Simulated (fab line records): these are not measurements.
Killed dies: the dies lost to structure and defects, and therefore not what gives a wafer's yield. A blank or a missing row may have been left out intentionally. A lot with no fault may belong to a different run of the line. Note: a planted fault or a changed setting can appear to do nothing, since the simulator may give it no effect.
fab line records    flow sky130
record: lots: 13  wafers: 38  last-day: 50
route steps=708 shown POLY_GATE@228 LDD_N@244 LDD_HVN@275 PAD_OPEN@708
lots untouched by any fault: they come from a run of this same line in which no faults occurred
start-h: hours from the record's first day to the start of the lot's first wafer shown    wait-h: hours from the lot's prior step to this one    " identical to the entry in the row above    L1.1+2: one row covering several wafers at once    - either no value or no given start    * or withheld: withheld    < > ~ a bound
route shown NAME@n: a module of which the file shows steps, and the number in the route of the first    usual: mean/standard deviation taken from wafers without a fault    same: alike in all rows    chamber/n: place in a boat    sites: readings site by site    _std_site: their standard deviation    _edge_site: mean of outer sites minus mean of inner sites    radius-mm: for every site, how far away it sits from the centre of the wafer    mask NAME#n: copy n    behind: tool/chamber where the wafer was last shaped    hold: why the lot was held/for how many hours/how that ended    device: names the non-switching transistor (n, p or np)    end of line: tests run on the same wafers once the route is complete    where a step has no rows: the recipe by itself    killed: at the first sort, the dies lost to defects and structure; wafer yield is something else    map: dies across one wafer; x = killed, . = not, _ = none there
set.NAME: the setting as run; set.NAME@STEP: as run at that earlier step    model.NAME: the simulator's own value behind a step, which no gauge read
the route's steps for a sample of lots (tables are steps, rows are wafers)
services: from which hour (start-h, from the record's first day; less than 0 if before it) a tool's chamber was out of use, for how many hours, and why
== steps ==
step: SKY_POLY_GATE_OVL_MEAS_14
usual: POLY_GATE_OVL: -1/4.4
lot.wafer  tool        chamber  start-h  wait-h  POLY_GATE_OVL[nm]
L153.1     overlay-02  -        370.63   0.1     -8
L153.5     "           -        "        "       -4
L153.6     "           -        "        "       -7
L155.1     overlay-02  -        415.53   0.1     0
L155.4     "           -        "        "       6
L155.5     "           -        "        "       1
L156.1     overlay-01  -        416.16   0.1     -4
L156.2     "           -        "        "       -4
L156.4     "           -        "        "       0
L158.1     overlay-01  -        506.76   0.1     -4
L158.2     "           -        "        "       -4
L158.6     "           -        "        "       -6
L164.3     overlay-01  -        506.89   0.1     -6
L164.4     "           -        "        "       -1
L164.6     "           -        "        "       -2
L161.1     overlay-02  -        508.06   0.1     1
L161.4     "           -        "        "       -2
L161.5     "           -        "        "       -5
L163.2     overlay-02  -        508.72   0.1     -7
L163.3     "           -        "        "       1
L163.4     "           -        "        "       2
L167.3     overlay-01  -        512.32   0.1     1
L167.4     "           -        "        "       -6
L167.6     "           -        "        "       -9
L166.1     overlay-02  -        514.63   0.1     4
L166.3     "           -        "        "       1
L166.4     "           -        "        "       2
L168.1     overlay-02  -        517.11   0.1     4
L168.2     "           -        "        "       4
L168.5     "           -        "        "       -1
L170.1     overlay-01  -        519.82   0.1     -7
L170.2     "           -        "        "       -11
L170.4     "           -        "        "       0
L172.2     overlay-02  -        528.43   0.1     1
L172.5     "           -        "        "       -5
L176.3     overlay-01  -        562.24   0.1     2
L176.4     "           -        "        "       2
L176.6     "           -        "        "       0
step: SKY_POLY_GATE_ETCH_15
recipe: chemistry: N2/H2  target: BARC  ion-energy-ev: 200  source-w: 500  bias-w: 100  pressure-mtorr: 30  n2-flow-sccm: 100  h2-flow-sccm: 200  stop-on: SiO2  time-s: 118.5  target-depth-a: 1100
usual: chamber-pressure-mTorr: 30.000/0.028  drypump-motor-current-A: 5.8/0.43  oes-product-au: 0.716/0.0043  throttle-valve-pct: 13.214/0.0093
lot.wafer  tool         chamber  start-h  wait-h  chamber-pressure-mTorr  drypump-motor-current-A  oes-product-au  rf-hours-counter-h  throttle-valve-pct
L153.1     rie-diel-02  3        370.66   0.0     29.974                  5.1                      0.708           54                  13.198
L153.5     "            2        "        "       29.962                  6.4                      0.714           -                   13.212
L153.6     "            3        "        "       30.027                  5.1                      0.714           -                   13.222
L155.1     rie-diel-01  1        415.56   0.0     30.018                  6.5                      0.720           5                   13.212
L155.4     "            1        "        "       30.045                  6.4                      0.719           -                   13.212
L155.5     "            2        "        "       30.010                  5.8                      0.714           -                   13.217
L156.1     rie-diel-02  2        416.20   0.0     30.015                  6.4                      0.707           31                  13.225
L156.2     "            0        "        "       30.005                  5.9                      0.716           7                   13.214
L156.4     "            3        "        "       29.993                  5.2                      0.713           55                  13.211
L158.1     rie-diel-02  0        506.80   0.0     30.014                  5.9                      0.720           9                   13.202
L158.2     "            1        "        "       30.008                  5.6                      0.715           87                  13.209
L158.6     "            3        "        "       29.999                  5.2                      0.724           -                   13.209
L164.3     rie-diel-01  0        506.92   0.0     29.988                  5.4                      0.716           1                   13.221
L164.4     "            2        "        "       29.990                  5.8                      0.711           57                  13.214
L164.6     "            0        "        "       30.008                  5.3                      0.719           -                   13.203
L161.1     rie-diel-01  1        508.10   0.0     30.041                  6.4                      0.723           7                   13.210
L161.4     "            0        "        "       30.016                  5.3                      0.719           2                   13.202
L161.5     "            3        "        "       30.026                  6.0                      0.721           -                   13.220
L163.2     rie-diel-02  0        508.75   0.0     29.983                  5.9                      0.712           9                   13.209
L163.3     "            2        "        "       29.978                  6.3                      0.711           32                  13.203
L163.4     "            1        "        "       30.017                  5.6                      0.722           87                  13.216
L167.3     rie-diel-01  1        512.35   0.0     30.014                  6.4                      0.717           7                   13.204
L167.4     "            3        "        "       30.025                  6.0                      0.716           2                   13.217
L167.6     "            1        "        "       29.997                  6.4                      0.714           -                   13.201
L166.1     rie-diel-01  3        514.66   0.0     30.055                  6.0                      0.710           2                   13.198
L166.3     "            0        "        "       30.008                  5.3                      0.724           2                   13.203
L166.4     "            1        "        "       29.974                  6.4                      0.718           7                   13.208
L168.1     rie-diel-04  3        517.15   0.0     30.086                  5.8                      0.727           2                   13.246
L168.2     "            1        "        "       29.999                  5.2                      0.718           19                  13.212
L168.5     "            3        "        "       29.994                  5.8                      0.723           -                   13.224
L170.1     rie-diel-02  0        519.86   0.0     29.990                  5.9                      0.716           9                   13.229
L170.2     "            3        "        "       29.995                  5.1                      0.722           57                  13.201
L170.4     "            2        "        "       29.985                  6.4                      0.714           -                   13.211
L172.2     rie-diel-01  0        528.46   0.0     29.990                  5.3                      0.715           2                   13.221
L172.5     "            1        "        "       29.969                  6.4                      0.716           -                   13.223
L176.3     rie-diel-02  2        562.26   0.0     29.928                  6.4                      0.720           33                  13.225
L176.4     "            0        "        "       30.001                  5.9                      0.717           10                  13.219
L176.6     "            0        "        "       29.985                  5.9                      0.722           -                   13.204
step: SKY_LDD_N_OVL_MEAS_07
usual: LDD_N_OVL: -0.5/1.2
lot.wafer  tool        chamber  start-h  wait-h  LDD_N_OVL[nm]
L153.1     overlay-01  -        398.01   0.1     -0.8
L153.5     "           -        "        "       -1.2
L153.6     "           -        "        "       -2.7
L155.1     overlay-02  -        447.05   0.1     -2.2
L155.4     "           -        "        "       -1.0
L155.5     "           -        "        "       -1.3
L156.1     overlay-02  -        447.35   0.1     -1.0
L156.2     "           -        "        "       -2.6
L156.4     "           -        "        "       -1.4
L158.1     overlay-02  -        537.65   0.1     1.4
L158.2     "           -        "        "       0.6
L158.6     "           -        "        "       -0.2
L164.3     overlay-01  -        539.57   0.1     -1.1
L164.4     "           -        "        "       -0.1
L164.6     "           -        "        "       -1.1
L161.1     overlay-02  -        540.04   0.1     -0.5
L161.4     "           -        "        "       0.9
L161.5     "           -        "        "       -0.3
L163.2     overlay-02  -        540.51   0.1     1.4
L163.3     "           -        "        "       2.4
L163.4     "           -        "        "       1.1
L167.3     overlay-02  -        543.81   0.1     1.8
L167.4     "           -        "        "       1.2
L167.6     "           -        "        "       3.5
L166.1     overlay-02  -        548.15   0.1     0.9
L166.3     "           -        "        "       0.6
L166.4     "           -        "        "       -0.3
L168.1     overlay-01  -        549.50   0.1     -0.5
L168.2     "           -        "        "       0.0
L168.5     "           -        "        "       0.1
L170.1     overlay-02  -        552.55   0.1     1.3
L170.2     "           -        "        "       0.1
L170.4     "           -        "        "       -0.7
L172.2     overlay-02  -        563.01   0.1     0.4
L172.5     "           -        "        "       -1.1
L176.3     overlay-02  -        593.82   0.1     0.0
L176.4     "           -        "        "       0.7
L176.6     "           -        "        "       0.5
step: SKY_LDD_HVN_IMPLANT_08
recipe: species: P  energy-kev: 60  dose-cm2: 3e+13  tilt-deg: 40
lot.wafer   tool          chamber  start-h  wait-h
L153.1+5+6  implanter-02  0        459.94   0.0
L155.1+4+5  implanter-02  0        508.28   0.0
L156.1+2+4  implanter-04  0        508.74   0.0
L158.1+2+6  implanter-01  0        597.58   0.0
L164.3+4+6  implanter-04  0        599.03   0.1
L161.1+4+5  implanter-02  0        600.08   0.0
L163.2+3+4  implanter-04  0        600.41   0.0
L167.3+4+6  implanter-04  0        607.58   0.1
L166.1+3+4  implanter-01  0        608.19   0.0
L168.1+2+5  implanter-01  0        608.78   0.0
L170.1+2+4  implanter-04  0        612.09   0.0
L172.2+5    implanter-04  0        622.76   0.0
L176.3+4+6  implanter-02  0        652.84   0.1
step: SKY_LDD_HVN_TW_MEAS_10
usual: LDD_HVN_TW: 1432/7.1
lot.wafer  tool           chamber  start-h  wait-h  LDD_HVN_TW
L153.1     film-metro-03  -        460.19   0.1     1437
L153.5     "              -        "        "       1429
L153.6     "              -        "        "       1435
L155.1     film-metro-03  -        508.53   0.1     1437
L155.4     "              -        "        "       1442
L155.5     "              -        "        "       1439
L156.1     film-metro-02  -        508.99   0.1     1431
L156.2     "              -        "        "       1429
L156.4     "              -        "        "       1432
L158.1     film-metro-02  -        597.83   0.1     1423
L158.2     "              -        "        "       1415
L158.6     "              -        "        "       1426
L164.3     film-metro-02  -        599.25   0.1     1422
L164.4     "              -        "        "       1422
L164.6     "              -        "        "       1424
L161.1     film-metro-03  -        600.33   0.1     1431
L161.4     "              -        "        "       1442
L161.5     "              -        "        "       1434
L163.2     film-metro-02  -        600.64   0.1     1424
L163.3     "              -        "        "       1427
L163.4     "              -        "        "       1417
L167.3     film-metro-03  -        607.80   0.1     1433
L167.4     "              -        "        "       1446
L167.6     "              -        "        "       1439
L166.1     film-metro-03  -        608.44   0.1     1444
L166.3     "              -        "        "       1441
L166.4     "              -        "        "       1439
L168.1     film-metro-04  -        609.03   0.1     1434
L168.2     "              -        "        "       1437
L168.5     "              -        "        "       1434
L170.1     film-metro-04  -        612.34   0.1     1431
L170.2     "              -        "        "       1465
L170.4     "              -        "        "       1437
L172.2     film-metro-04  -        622.99   0.1     1463
L172.5     "              -        "        "       1432
L176.3     film-metro-02  -        653.06   0.1     1424
L176.4     "              -        "        "       1432
L176.6     "              -        "        "       1423
step: SKY_PAD_OPEN_PROBE_99
usual: killed_at_M0_to_M3: 42/7.3  killed_at_M4_up: 3.4/2  killed-at-contacts: 24/5.8  killed-at-front-end: 15/4.6  killed-at-other: 0.3/0.62  killed-dies: 84/9.8  killed-open: 47/6.9  killed-short: 38/6.3
same: gross-dies: 492  killed-at-back-side: 0
lot.wafer  tool       chamber  start-h  wait-h  killed_at_M0_to_M3  killed_at_M4_up  killed-at-contacts  killed-at-front-end  killed-at-other  killed-dies  killed-open  killed-short
L153.1     prober-01  -        1067.76  0.1     34                  2                19                  21                   0                76           39           37
L153.5     prober-01  -        1067.96  0.2     51                  4                33                  16                   0                104          48           56
L153.6     prober-01  -        1068.01  0.2     34                  3                15                  14                   0                66           32           34
L155.1     prober-02  -        1098.91  0.1     42                  0                22                  17                   0                81           43           38
L155.4     prober-02  -        1099.06  0.2     43                  2                30                  13                   1                89           52           37
L155.5     prober-02  -        1099.11  0.2     44                  3                20                  16                   0                83           48           35
L156.1     prober-01  -        1102.26  0.1     56                  3                29                  17                   0                105          59           46
L156.2     prober-01  -        1102.31  0.1     46                  7                25                  9                    0                87           53           34
L156.4     prober-01  -        1102.41  0.2     33                  1                22                  15                   0                71           34           37
L158.1     prober-02  -        1166.70  0.1     28                  3                37                  14                   3                85           49           36
L158.2     prober-02  -        1166.75  0.1     38                  8                20                  12                   0                78           45           33
L158.6     prober-02  -        1166.95  0.2     38                  2                22                  12                   0                74           46           28
L163.2     prober-01  -        1168.25  0.1     39                  2                29                  15                   0                85           51           34
L163.3     prober-01  -        1168.30  0.2     32                  3                29                  6                    0                70           38           32
L163.4     prober-01  -        1168.35  0.2     41                  1                33                  14                   0                89           56           33
L164.3     prober-01  -        1168.97  0.2     39                  0                25                  14                   1                79           51           28
L164.4     prober-01  -        1169.02  0.2     47                  4                13                  14                   0                78           42           36
L164.6     prober-01  -        1169.12  0.2     45                  4                25                  17                   0                91           44           47
L161.1     prober-02  -        1169.70  0.1     49                  4                29                  14                   1                97           50           47
L161.4     prober-02  -        1169.85  0.2     45                  6                29                  18                   2                100          50           50
L161.5     prober-02  -        1169.90  0.2     49                  4                22                  11                   0                86           48           38
L167.3     prober-02  -        1171.30  0.2     41                  0                29                  8                    0                78           51           27
L167.4     prober-02  -        1171.35  0.2     49                  1                19                  13                   0                82           46           36
L167.6     prober-02  -        1171.45  0.2     52                  6                27                  16                   3                104          64           40
L166.1     prober-02  -        1172.95  0.1     44                  4                17                  8                    0                73           39           34
L166.3     prober-02  -        1173.05  0.2     41                  5                21                  22                   0                89           55           34
L166.4     prober-02  -        1173.10  0.2     52                  2                29                  13                   0                96           52           44
L170.1     prober-01  -        1175.57  0.1     54                  4                28                  18                   0                104          57           47
L170.2     prober-01  -        1175.62  0.1     44                  4                29                  19                   0                96           52           44
L170.4     prober-01  -        1175.72  0.2     39                  1                26                  20                   0                86           47           39
L168.1     prober-02  -        1175.91  0.1     34                  6                25                  9                    1                75           47           27
L168.2     prober-02  -        1175.96  0.1     36                  4                23                  16                   0                79           50           29
L168.5     prober-02  -        1176.11  0.2     41                  5                27                  8                    0                81           41           40
L172.2     prober-02  -        1180.48  0.1     45                  6                19                  17                   0                87           52           35
L172.5     prober-02  -        1180.63  0.2     54                  6                23                  2                    0                85           47           38
L176.3     prober-02  -        1199.36  0.2     38                  3                33                  17                   0                91           47           44
L176.4     prober-02  -        1199.41  0.2     42                  4                24                  11                   0                81           42           39
L176.6     prober-02  -        1199.51  0.2     37                  2                28                  11                   0                78           45           33
killed by level:class
L153.1 FIELD_ISO:geometric-particle:short=9 FIELD_ISO:geometric-particle:open=7 METAL1:geometric-particle:short=7 VIA1:geometric-particle:open=7 LI_CONTACT:geometric-particle:short=5 CONTACT:geometric-particle:open=5 VIA2:geometric-particle:open=5 LI_CONTACT:geometric-particle:open=4
L153.5 VIA3:geometric-particle:open=10 METAL1:geometric-particle:short=10 CONTACT:geometric-particle:open=9 VIA1:geometric-particle:open=8 METAL2:geometric-particle:short=8 LI_CONTACT:geometric-particle:open=7 LI_CONTACT:geometric-particle:short=7 POLY_GATE:geometric-particle:short=6
L153.6 VIA1:geometric-particle:open=7 POLY_GATE:geometric-particle:short=5 VIA2:geometric-particle:open=5 METAL2:geometric-particle:short=5 FIELD_ISO:geometric-particle:open=4 LOCAL_INTERCONNECT:geometric-particle:short=4 LI_CONTACT:geometric-particle:short=3 LI_CONTACT:geometric-particle:open=3
L155.1 VIA1:geometric-particle:open=10 METAL2:geometric-particle:short=9 CONTACT:geometric-particle:open=8 METAL1:geometric-particle:short=8 FIELD_ISO:geometric-particle:open=6 LI_CONTACT:geometric-particle:open=6 VIA3:geometric-particle:short=4 FIELD_ISO:geometric-particle:short=3
L155.4 CONTACT:geometric-particle:open=13 VIA1:geometric-particle:open=12 METAL2:geometric-particle:short=8 CONTACT:geometric-particle:short=7 VIA2:geometric-particle:open=6 LI_CONTACT:geometric-particle:open=5 POLY_GATE:geometric-particle:open=4 METAL1:geometric-particle:short=4
L155.5 LI_CONTACT:geometric-particle:open=10 FIELD_ISO:geometric-particle:open=9 VIA1:geometric-particle:open=9 CONTACT:geometric-particle:open=6 VIA2:geometric-particle:open=6 METAL1:geometric-particle:short=6 METAL2:geometric-particle:short=6 VIA2:geometric-particle:short=4
L156.1 CONTACT:geometric-particle:open=15 METAL1:geometric-particle:short=11 VIA1:geometric-particle:open=11 VIA2:geometric-particle:open=9 LI_CONTACT:geometric-particle:open=7 FIELD_ISO:geometric-particle:short=6 METAL2:geometric-particle:short=6 VIA3:geometric-particle:open=5
L156.2 VIA1:geometric-particle:open=13 CONTACT:geometric-particle:open=12 VIA3:geometric-particle:open=8 LI_CONTACT:geometric-particle:open=7 METAL4:geometric-particle:short=6 METAL1:geometric-particle:short=5 METAL3:geometric-particle:short=5 VIA2:geometric-particle:open=4
L156.4 CONTACT:geometric-particle:open=10 METAL1:geometric-particle:short=8 FIELD_ISO:geometric-particle:short=6 VIA1:geometric-particle:open=6 POLY_GATE:geometric-particle:short=4 LI_CONTACT:geometric-particle:open=4 VIA3:geometric-particle:open=4 LOCAL_INTERCONNECT:geometric-particle:short=3
L158.1 LI_CONTACT:geometric-particle:open=13 CONTACT:geometric-particle:open=8 LOCAL_INTERCONNECT:geometric-particle:short=6 CONTACT:geometric-particle:short=6 VIA1:geometric-particle:open=6 POLY_GATE:geometric-particle:short=5 VIA3:geometric-particle:open=5 FIELD_ISO:geometric-particle:open=4
L158.2 VIA2:geometric-particle:open=10 VIA1:geometric-particle:open=9 METAL4:geometric-particle:short=8 LI_CONTACT:geometric-particle:open=6 CONTACT:geometric-particle:open=6 VIA3:geometric-particle:open=4 FIELD_ISO:geometric-particle:open=3 FIELD_ISO:geometric-particle:short=3
L158.6 CONTACT:geometric-particle:open=10 VIA3:geometric-particle:open=8 VIA1:geometric-particle:open=7 VIA2:geometric-particle:open=6 LI_CONTACT:geometric-particle:open=5 POLY_GATE:geometric-particle:short=4 METAL1:geometric-particle:short=4 VIA2:geometric-particle:short=4
L163.2 CONTACT:geometric-particle:open=12 VIA1:geometric-particle:open=11 CONTACT:geometric-particle:short=6 VIA2:geometric-particle:open=6 FIELD_ISO:geometric-particle:open=5 VIA3:geometric-particle:open=5 VIA1:geometric-particle:short=5 LI_CONTACT:geometric-particle:short=4
L163.3 CONTACT:geometric-particle:open=12 CONTACT:geometric-particle:short=6 VIA1:geometric-particle:open=6 LI_CONTACT:geometric-particle:open=5 VIA2:geometric-particle:short=5 VIA2:geometric-particle:open=4 METAL2:geometric-particle:short=4 FIELD_ISO:geometric-particle:open=3
L163.4 LI_CONTACT:geometric-particle:open=9 VIA2:geometric-particle:open=9 CONTACT:geometric-particle:open=8 VIA1:geometric-particle:open=7 LOCAL_INTERCONNECT:geometric-particle:short=7 CONTACT:geometric-particle:short=5 METAL1:geometric-particle:short=5 VIA3:geometric-particle:open=5
L164.3 VIA1:geometric-particle:open=15 LI_CONTACT:geometric-particle:open=8 CONTACT:geometric-particle:open=8 FIELD_ISO:geometric-particle:open=7 POLY_GATE:geometric-particle:open=5 LI_CONTACT:geometric-particle:short=4 VIA2:geometric-particle:open=4 VIA1:geometric-particle:short=4
L164.4 VIA1:geometric-particle:open=16 VIA3:geometric-particle:open=5 FIELD_ISO:geometric-particle:open=4 LI_CONTACT:geometric-particle:open=4 LOCAL_INTERCONNECT:geometric-particle:short=4 VIA1:geometric-particle:short=4 VIA2:geometric-particle:short=4 FIELD_ISO:geometric-particle:short=3
L164.6 FIELD_ISO:geometric-particle:open=7 LOCAL_INTERCONNECT:geometric-particle:short=7 METAL1:geometric-particle:short=7 VIA1:geometric-particle:open=7 VIA2:geometric-particle:open=7 CONTACT:geometric-particle:open=6 CONTACT:geometric-particle:short=6 VIA2:geometric-particle:short=6
L161.1 VIA1:geometric-particle:open=11 CONTACT:geometric-particle:open=9 CONTACT:geometric-particle:short=7 VIA2:geometric-particle:open=7 VIA3:geometric-particle:open=6 METAL3:geometric-particle:short=6 LI_CONTACT:geometric-particle:short=4 LI_CONTACT:geometric-particle:open=4
L161.4 LOCAL_INTERCONNECT:geometric-particle:short=9 VIA2:geometric-particle:open=8 CONTACT:geometric-particle:open=8 METAL1:geometric-particle:short=8 POLY_GATE:geometric-particle:open=7 VIA1:geometric-particle:open=7 METAL2:geometric-particle:short=6 LI_CONTACT:geometric-particle:open=5
L161.5 VIA2:geometric-particle:open=10 VIA1:geometric-particle:open=10 METAL2:geometric-particle:short=8 LOCAL_INTERCONNECT:geometric-particle:short=6 LI_CONTACT:geometric-particle:open=6 FIELD_ISO:geometric-particle:open=4 METAL1:geometric-particle:short=4 VIA1:geometric-particle:short=4
L167.3 VIA1:geometric-particle:open=17 CONTACT:geometric-particle:open=12 LI_CONTACT:geometric-particle:open=9 VIA2:geometric-particle:open=5 FIELD_ISO:geometric-particle:short=4 VIA3:geometric-particle:open=4 VIA3:geometric-particle:short=4 LOCAL_INTERCONNECT:geometric-particle:short=3
L167.4 CONTACT:geometric-particle:open=10 VIA1:geometric-particle:open=7 FIELD_ISO:geometric-particle:open=6 VIA3:geometric-particle:open=6 METAL1:geometric-particle:short=6 METAL2:geometric-particle:short=6 LI_CONTACT:geometric-particle:open=5 VIA2:geometric-particle:open=5
L167.6 VIA1:geometric-particle:open=13 CONTACT:geometric-particle:open=11 METAL2:geometric-particle:short=9 LI_CONTACT:geometric-particle:open=7 VIA2:geometric-particle:open=6 POLY_GATE:geometric-particle:open=5 VIA3:geometric-particle:open=5 METAL1:geometric-particle:open=4
L166.1 VIA1:geometric-particle:open=8 CONTACT:geometric-particle:open=7 METAL2:geometric-particle:short=5 VIA2:geometric-particle:open=5 VIA3:geometric-particle:open=5 LI_CONTACT:geometric-particle:open=4 VIA1:geometric-particle:short=4 VIA2:geometric-particle:short=4
L166.3 VIA1:geometric-particle:open=11 CONTACT:geometric-particle:open=10 FIELD_ISO:geometric-particle:open=8 POLY_GATE:geometric-particle:open=5 METAL2:geometric-particle:short=5 VIA2:geometric-particle:open=5 VIA3:geometric-particle:open=5 FIELD_ISO:geometric-particle:short=4
L166.4 CONTACT:geometric-particle:open=10 VIA3:geometric-particle:open=9 LI_CONTACT:geometric-particle:open=8 VIA1:geometric-particle:open=7 VIA2:geometric-particle:open=7 METAL1:geometric-particle:short=7 VIA1:geometric-particle:short=6 METAL2:geometric-particle:short=6
L170.1 CONTACT:geometric-particle:open=11 LI_CONTACT:geometric-particle:open=10 METAL1:geometric-particle:short=10 VIA1:geometric-particle:open=10 VIA3:geometric-particle:open=9 VIA2:geometric-particle:open=5 METAL2:geometric-particle:short=5 METAL4:geometric-particle:short=4
L170.2 CONTACT:geometric-particle:open=12 VIA3:geometric-particle:open=10 VIA1:geometric-particle:open=9 POLY_GATE:geometric-particle:short=7 CONTACT:geometric-particle:short=6 VIA1:geometric-particle:short=6 METAL2:geometric-particle:short=6 FIELD_ISO:geometric-particle:open=5
L170.4 VIA1:geometric-particle:open=9 CONTACT:geometric-particle:open=8 POLY_GATE:geometric-particle:open=6 METAL2:geometric-particle:short=6 VIA2:geometric-particle:open=6 FIELD_ISO:geometric-particle:open=5 LOCAL_INTERCONNECT:geometric-particle:short=5 CONTACT:geometric-particle:short=4
L168.1 CONTACT:geometric-particle:open=10 LI_CONTACT:geometric-particle:open=8 VIA1:geometric-particle:open=7 VIA3:geometric-particle:open=7 VIA2:geometric-particle:open=6 LOCAL_INTERCONNECT:geometric-particle:short=5 METAL4:geometric-particle:short=5 POLY_GATE:geometric-particle:open=3
L168.2 VIA1:geometric-particle:open=11 CONTACT:geometric-particle:open=9 VIA2:geometric-particle:open=8 FIELD_ISO:geometric-particle:open=6 METAL2:geometric-particle:short=6 LI_CONTACT:geometric-particle:open=5 VIA1:geometric-particle:short=5 POLY_GATE:geometric-particle:open=4
L168.5 CONTACT:geometric-particle:open=11 VIA3:geometric-particle:open=11 LOCAL_INTERCONNECT:geometric-particle:short=8 CONTACT:geometric-particle:short=6 VIA1:geometric-particle:open=6 VIA2:geometric-particle:open=6 FIELD_ISO:geometric-particle:short=4 METAL1:geometric-particle:short=4
L172.2 VIA1:geometric-particle:open=15 CONTACT:geometric-particle:open=9 METAL1:geometric-particle:short=7 POLY_GATE:geometric-particle:short=6 LI_CONTACT:geometric-particle:open=6 VIA2:geometric-particle:open=6 POLY_GATE:geometric-particle:open=5 VIA1:geometric-particle:short=5
L172.5 VIA1:geometric-particle:short=13 VIA1:geometric-particle:open=12 VIA3:geometric-particle:open=12 LOCAL_INTERCONNECT:geometric-particle:short=9 LI_CONTACT:geometric-particle:open=6 CONTACT:geometric-particle:open=6 VIA2:geometric-particle:open=6 METAL4:geometric-particle:short=4
L176.3 CONTACT:geometric-particle:open=12 VIA1:geometric-particle:open=9 LI_CONTACT:geometric-particle:open=8 VIA1:geometric-particle:short=6 CONTACT:geometric-particle:short=6 VIA3:geometric-particle:open=6 FIELD_ISO:geometric-particle:short=4 VIA2:geometric-particle:short=4
L176.4 VIA1:geometric-particle:open=11 LI_CONTACT:geometric-particle:open=6 CONTACT:geometric-particle:short=6 VIA3:geometric-particle:open=6 LI_CONTACT:geometric-particle:short=5 VIA2:geometric-particle:open=5 CONTACT:geometric-particle:open=5 METAL1:geometric-particle:short=5
L176.6 CONTACT:geometric-particle:open=11 LI_CONTACT:geometric-particle:open=8 METAL2:geometric-particle:short=7 METAL1:geometric-particle:short=7 VIA2:geometric-particle:open=7 VIA1:geometric-particle:open=6 VIA3:geometric-particle:open=4 POLY_GATE:geometric-particle:short=3
== services ==
tool          chamber  start-h  hours  kind
implanter-01  -        358.28   0.9    repair
rie-diel-01   3        362.85   3.3    repair
implanter-04  -        374.24   4.4    repair
implanter-01  -        375.62   3.9    pm
implanter-01  -        383.51   1.6    repair
implanter-04  -        409.23   2.7    repair
implanter-01  -        429.12   3.9    repair
implanter-04  -        431.34   2.2    pm
rie-diel-01   0        438.20   4.0    repair
rie-diel-02   3        440.67   9.4    repair
implanter-04  -        454.52   3.9    pm
rie-diel-01   2        461.19   12.4   repair
rie-diel-04   -        463.13   1.1    repair
implanter-01  -        465.23   5.8    repair
rie-diel-02   0        467.46   1.5    repair
implanter-04  -        498.10   1.7    repair
implanter-04  -        509.84   9.4    repair
implanter-02  -        513.20   5.6    repair
implanter-02  -        526.74   3.2    repair
rie-diel-02   -        527.75   14.6   pm
rie-diel-01   -        532.60   0.5    repair
implanter-04  -        565.97   0.5    repair
implanter-02  -        581.49   0.8    repair
rie-diel-01   1        591.45   2.0    repair
== key ==
first-sign: step: SKY_LDD_HVN_TW_MEAS_10  reading: LDD_HVN_TW  direction: up  sigmas: 4.5  usual: 1432  struck: 1464
effect none on later readings
met-at SKY_LDD_HVN_IMPLANT_08
struck-lots L170,L172
struck-wafers L170.2,L172.2
tester-left-out L170,L172
not-acting-at SKY_POLY_GATE_OVL_MEAS_14,SKY_POLY_GATE_ETCH_15,SKY_LDD_N_OVL_MEAS_07
onset-between 607.58 612.09
fault: kind: process-parameter-drift  tool: implanter-04  chamber: -  onset-h: 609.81  steps: SKY_LDD_HVN_IMPLANT_08  channel: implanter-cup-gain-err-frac  offset: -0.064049  shape: step  end-h: 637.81  scope: struck-wafers-only
tester-left-out: of these lots the tester's yield and bins aren't shown, on N5 and GAA mostly nor the transistor test; their killed dies are dies lost to structure and defects alone, not to doping, threshold or leakage, so they don't give the yield
